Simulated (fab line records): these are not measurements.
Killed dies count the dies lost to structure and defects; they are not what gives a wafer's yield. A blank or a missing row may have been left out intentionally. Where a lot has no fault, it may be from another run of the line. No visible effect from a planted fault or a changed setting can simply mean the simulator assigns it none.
Struck lot and sound lot, side by side :: flow sky130 :: 35 out of 708 route steps
Sound: these wafers, L454.1, L454.3, L454.6. Wafers struck: L460.2, L460.3, L460.6. The cause is named last.
At each step with rows: each side's tool, then ch and its chambers, then its first start. Under that, the readings that differ: sound wafers :: struck wafers :: difference of the means :: sigmas: that difference in standard deviations of wafers without a fault.
alike: words and numbers the same on both sides, and readings whose means are apart by under 2 such deviations; not compared: readings that were withheld, readings missing a value for some wafer, numbers with overlapping values and no deviation given by the record, and bounds like >300 which may hide the same value.
A row with sigmas, a row that says differs or no value, or rows on one side alone: a step with any of these is where the two part. Non-overlapping numbers with no deviation appear without sigmas and do not part them. Lack of a reading on every wafer of one side parts them only where that side has two or more wafers.

SKY_SD_P_CD_MEAS_07 targets a cd of 380 nm.
  struck on cd sem-01, day 27 23:46; sound on cd sem-01, day 25 12:18
  alike: cd nm
SKY_SD_P_OVL_MEAS_08:
  struck on overlay-01, day 27 23:53; sound on overlay-02, day 25 12:25
  alike: SD_P_OVL
next, for these wafers, 1 step has no rows: SKY_SD_P_IMPLANT_09.
SKY_SD_P_STRIP_10: strips in O2/N2.
  sound on plasma asher-01 ch 0,1, day 25 12:37; struck on plasma asher-03 ch 1, day 28 00:04
reading: strip time to endpoint s (s)
sound: 17.55 17.52 17.57
struck: 17.46 17.44 17.44
difference: -0.10
sigmas: -2
  alike: drypump motor current A, oes product au
  not compared: rf hours counter h
SKY_SD_P_TW_MEAS_11:
  struck on film metro-02, day 28 00:10; sound on film metro-02, day 25 12:43
  alike: SD_P_TW
then, 7 steps without rows for these wafers: SKY_RES_XHIGH_DEHYDRATE_00 (time 60 s); SKY_RES_XHIGH_HMDS_01 (prime time 60 s); SKY_RES_XHIGH_COAT_02 (resist thk 1140 nm); SKY_RES_XHIGH_SOFTBAKE_03 (time 60 s); SKY_RES_XHIGH_EXPOSE_04 (exposes mask URPM, target cd 1270 nm); SKY_RES_XHIGH_PEB_05; SKY_RES_XHIGH_DEVELOP_06 (develop time 60 s).
SKY_RES_XHIGH_IMPLANT_07:
  sound on implanter-03 ch 0, day 26 17:27; struck on implanter-02 ch 0, day 29 04:41
reading: faraday current uA
sound: 546 550 570
struck: 662 622 655
difference: +91
sigmas: +2
SKY_RES_XHIGH_STRIP_08: strips in O2/N2.
  sound on plasma asher-03 ch 0,1, day 26 17:36; struck on plasma asher-01 ch 0, day 29 04:48
reading: strip time to endpoint s (s)
sound: 14.28 14.26 14.30
struck: 14.09 14.13 14.10
difference: -0.17
sigmas: -4
  alike: drypump motor current A, oes product au
  not compared: rf hours counter h
SKY_RES_XHIGH_TW_MEAS_09:
  struck on film metro-01, day 29 04:55; sound on film metro-01, day 26 17:42
reading: RES_XHIGH_TW
sound: 1636 1649 1637
struck: 1560 1548 1545
difference: -90
sigmas: -6
then, 7 steps without rows for these wafers: SKY_SD_N_DEHYDRATE_00 (time 60 s); SKY_SD_N_HMDS_01 (prime time 60 s); SKY_SD_N_COAT_02 (resist thk 1140 nm); SKY_SD_N_SOFTBAKE_03 (time 60 s); SKY_SD_N_EXPOSE_04 (exposes mask NSDM, target cd 380 nm); SKY_SD_N_PEB_05; SKY_SD_N_DEVELOP_06 (develop time 60 s).
SKY_SD_N_CD_MEAS_07 targets a cd of 380 nm.
  struck on cd sem-02, day 30 08:22; sound on cd sem-02, day 27 22:31
  alike: cd nm
SKY_SD_N_OVL_MEAS_08:
  struck on overlay-02, day 30 08:29; sound on overlay-01, day 27 22:38
  alike: SD_N_OVL
then, 2 steps without rows for these wafers: SKY_SD_N_IMPLANT_09; SKY_SD_N_IMPLANT_10.
SKY_SD_N_STRIP_11: strips in O2/N2.
  sound on plasma asher-02 ch 0,1, day 27 22:58; struck on plasma asher-02 ch 0,1, day 30 08:49
  alike: drypump motor current A, oes product au, strip time to endpoint s
  not compared: rf hours counter h
SKY_SD_N_TW_MEAS_12:
  struck on film metro-01, day 30 08:55; sound on film metro-01, day 27 23:04
  alike: SD_N_TW
then, 1 step without rows for these wafers: SKY_SD_N_CLEAN_13 (cleans in SC1/SC2, time 150 s).
SKY_SD_N_RTA_14: time 2 s.
  sound on rtp anneal-01 ch 0, day 27 23:11; struck on rtp anneal-01 ch 0, day 30 09:02
  alike: lamp power pct, wafer_temp_C_max
SKY_SD_N_RS_MEAS_16: a four-point-probe measurement.
  struck on film metro-02, day 30 09:13; sound on film metro-02, day 27 23:21
  alike: SD_N_RS
SKY_SD_N_RS_MEAS_17: a four-point-probe measurement.
  struck on film metro-02, day 30 09:20; sound on film metro-02, day 27 23:28
  alike: SD_P_RS
SKY_SD_N_RS_MEAS_18: a four-point-probe measurement.
  struck on film metro-02, day 30 09:27; sound on film metro-02, day 27 23:35
reading: RES_XHIGH_RS (ohm/sq)
sound: 334.7 334.8 334.4
struck: 388.8 386.7 389.0
difference: +53.5
sigmas: +38
then, 1 step without rows for these wafers: SKY_SALICIDE_CLEAN_00 (cleans in HF-last, time 30 s).
-- the record jumps here: 17 days lie between the struck wafers' starts before and after (it left off in module SALICIDE and takes up again in module PAD_OPEN, whose first step shown is number 708 of the route) --
SKY_PAD_OPEN_PROBE_99:
  struck on prober-02, day 47 16:45; sound on prober-02, day 45 20:11
reading: model.etest.res xhigh po.line ohm um
sound: 5738 5758 5737
struck: 8397 8423 8668
difference: +2752
sigmas: 

reading: model.etest.res xhigh po.rs ohm sq
sound: 2046 2042 2013
struck: 2896 2931 3020
difference: +915
sigmas: 
  alike: killed_at_M0_to_M3, killed_at_M4_up, killed at contacts, killed at front end, killed at other, killed dies, killed open, killed short
  not compared: model.etest.res xhigh po.rs ohm sq range

## WHERE THEY PART
At SKY_SD_P_STRIP_10 first; at SKY_SD_N_RS_MEAS_18 last (within this record only). Later steps at which nothing parts them and some readings are alike: SKY_PAD_OPEN_PROBE_99.

WHY: what had been put in by the simulator
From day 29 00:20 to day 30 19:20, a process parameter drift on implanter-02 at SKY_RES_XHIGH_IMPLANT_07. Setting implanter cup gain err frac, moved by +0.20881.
